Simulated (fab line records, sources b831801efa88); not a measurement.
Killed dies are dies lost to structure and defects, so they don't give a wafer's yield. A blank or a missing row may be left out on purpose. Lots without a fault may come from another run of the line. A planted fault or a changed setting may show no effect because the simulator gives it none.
fab line records | flow sfq_line
record lots=14 wafers=42 last_day=92
route steps=325 shown M8@316
lots that met no fault: from a run of the same line without faults
start_h: hours from the record's first day to the start of the lot's first wafer shown | wait_h: hours since the lot's step before | " the same as in the row above | L1.1+2: a row that stands for several wafers | - no value, or no start given | * or withheld: withheld | < > ~ a bound
route shown NAME@n: a module of which the file shows steps, and the number in the route of the first | usual: mean/standard deviation of fault-free wafers | same: alike in all rows | chamber/n: place in a boat | sites: the reading at each site | _std_site: their standard deviation | _edge_site: outer sites' mean less inner sites' | radius_mm: how far each site lies from the wafer's centre | mask NAME#n: copy n | behind: the tool/chamber that last shaped the wafer | hold: why the lot was held/for how many hours/how that ended | device: the transistor (n, p or np) that didn't switch | end of line: the same wafers' tests at the end of the route | a step without rows: its recipe alone | killed: dies lost to structure and defects at the first sort, not the wafer's yield | map: a wafer's dies, x killed, . not, _ none there
set.NAME: the setting as run; set.NAME@STEP: as run at that earlier step | model.NAME: the simulator's own value behind a step, which no gauge read
steps of the route over a sample of lots; a table a step, a row a wafer
## steps
# step SFQ_TRILAYER_M8_LITHO_PEB_196
# recipe peb_temp_c=115 peb_time_s=60 resist=KrF
# usual chill_plate_temp_C=23.01/0.12 exhaust_pa=44.9/0.99 plate_temp_C=115.02/0.13
# columns lot.wafer tool chamber start_h wait_h chill_plate_temp_C exhaust_pa plate_temp_C
L723.1 litho_track-01 0 1818.23 1.0 22.96 44.3 115.13
L723.3 " 0 " " 23.14 45.6 115.05
L723.6 " 0 " " 23.00 45.2 115.06
L725.2 litho_track-04 0 1904.69 0.8 23.05 44.0 114.98
L725.3 " 0 " " 23.08 44.9 115.08
L725.5 " 0 " " 22.98 44.0 114.85
L726.3 litho_track-01 0 1908.32 0.7 22.91 45.8 114.82
L726.4 " 0 " " 22.91 45.4 114.95
L726.6 " 0 " " 22.93 44.1 115.05
L727.1 litho_track-02 0 1909.47 1.0 23.10 45.8 115.26
L727.2 " 0 " " 23.17 46.0 115.08
L727.5 " 0 " " 23.10 44.2 115.29
L729.1 litho_track-04 - 1920.27 1.0 - - -
L729.3 " - " " - - -
L729.5 " - " " - - -
L730.1 litho_track-02 - 1923.87 1.0 - - -
L730.2 " - " " - - -
L730.3 " - " " - - -
L738.3 litho_track-04 0 1973.76 0.7 23.04 44.2 114.87
L738.5 " 0 " " 23.00 44.3 114.93
L738.6 " 0 " " 23.08 43.7 115.07
L739.3 litho_track-04 0 1974.96 0.7 23.08 44.7 115.28
L739.4 " 0 " " 23.20 43.9 115.18
L739.5 " 0 " " 23.03 44.2 115.22
L741.1 litho_track-01 0 2122.00 1.0 23.05 45.2 115.10
L741.3 " 0 " " 23.01 43.7 115.16
L741.5 " 0 " " 23.04 46.5 115.04
L742.1 litho_track-02 0 2136.58 1.0 22.90 43.9 114.82
L742.4 " 0 " " 23.02 44.0 115.04
L742.5 " 0 " " 22.98 43.5 114.90
L743.1 litho_track-02 0 2202.67 1.0 23.06 43.6 115.14
L743.3 " 0 " " 23.06 43.7 114.86
L743.6 " 0 " " 23.10 45.3 115.01
L744.2 litho_track-01 0 2203.94 0.8 23.24 43.9 114.90
L744.3 " 0 " " 22.99 43.2 114.92
L744.4 " 0 " " 23.01 44.5 114.95
L745.1 litho_track-04 0 2207.51 1.0 23.09 46.1 115.04
L745.3 " 0 " " 23.08 46.6 114.90
L745.4 " 0 " " 23.05 45.9 115.01
L746.2 litho_track-01 0 2210.69 0.8 23.06 46.1 114.92
L746.5 " 0 " " 22.99 46.2 114.93
L746.6 " 0 " " 22.89 45.7 115.01
## key
first_sign step=SFQ_TRILAYER_M8_LITHO_PEB_196 reading=tool_record direction=missing
effect none on later readings
met_at SFQ_TRILAYER_M8_LITHO_PEB_196
struck_lots L729,L730
onset_between 1909.47 1920.27
fault kind=skipped_step_whole tool=litho_track-02,litho_track-04 chamber=- onset_h=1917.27 steps=SFQ_TRILAYER_M8_LITHO_PEB_196 scope=struck_lots_only
